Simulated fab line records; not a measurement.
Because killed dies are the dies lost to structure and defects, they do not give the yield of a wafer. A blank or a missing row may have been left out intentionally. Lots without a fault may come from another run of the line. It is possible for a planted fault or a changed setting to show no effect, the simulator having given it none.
A struck lot beside a sound one || flow sky130 || 14 out of 708 route steps
Sound: these wafers, L372.3, L372.4, L372.5. The struck wafers were L380.1, L380.4, L380.6. The cause is given at the end.
For every step that has rows: the tool of each side, followed by ch and its chambers, followed by its first start. Under that, the readings that differ: sound wafers || struck wafers || difference of the means || sigmas: that difference in standard deviations of wafers without a fault.
alike: readings with means less than 2 such deviations apart, plus words and numbers identical on both sides. not compared: withheld readings, readings lacking a value on some wafer, bounds such as >300 that could conceal the same value, and numbers that have no deviation in the record and whose values overlap.
The two part at a step that has a row with sigmas, a row that says differs or no value, or rows on one side only. Numbers that don't overlap but have no deviation are shown without sigmas and don't part them. A reading that every wafer of one side lacks parts them only if that side has two wafers or more.

first, 1 step without rows for these wafers: SKY_POLY_GATE_IMPLANT_02.
SKY_RES_PROTECT_STRIP_07: strips in O2/N2.
  sound on plasma_asher-01 ch 0,1, day 19 08:31; struck on plasma_asher-03 ch 0,1, day 21 23:08
  alike: drypump_motor_current_A, oes_product_au, strip_time_to_endpoint_s
  not compared: rf_hours_counter_h
SKY_RES_PROTECT_TW_MEAS_08:
  sound on film_metro-03 at day 19 08:37; struck on film_metro-01 at day 21 23:14
  alike: POLY_GATE_TW
then, 2 steps without rows for these wafers: SKY_RES_PROTECT_CLEAN_09 (cleans in SC1/SC2, time 150 s); SKY_POLY_GATE_CVD_03 (deposits Si3N4 from DCS/NH3, target thk 75 nm, time 1290 s).
SKY_POLY_GATE_THK_MEAS_04:
  sound on film_metro-01 at day 19 10:04; struck on film_metro-01 at day 22 00:42
  alike: POLY_GATE_CVD_03_THK
then, 6 steps without rows for these wafers: SKY_POLY_GATE_DEHYDRATE_05 (time 60 s); SKY_POLY_GATE_HMDS_06 (prime time 60 s); SKY_POLY_GATE_COAT_07 (resist thk 110 nm); SKY_POLY_GATE_COAT_08 (resist thk 450 nm); SKY_POLY_GATE_SOFTBAKE_09 (time 90 s); SKY_POLY_GATE_EXPOSE_10 (exposes mask P1M, target cd 150 nm).
SKY_POLY_GATE_PEB_11:
  sound on litho_track-02 ch 0, day 20 16:00; struck on litho_track-04, day 23 06:00
{"reading": "exhaust_pa (Pa)", "sound": "44.5 45.2 45.3", "struck": "- - -", "difference": "no value on the struck wafers", "sigmas": ""}
  not compared: chill_plate_temp_C
then, 1 step without rows for these wafers: SKY_POLY_GATE_DEVELOP_12 (develop time 60 s).

## WHERE THEY PART
At SKY_POLY_GATE_PEB_11 and nowhere else, as far as this record goes.

WHY: what the simulator had put in
Entire step skipped (litho_track-04, SKY_POLY_GATE_PEB_11), from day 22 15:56 onward. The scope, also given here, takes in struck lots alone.
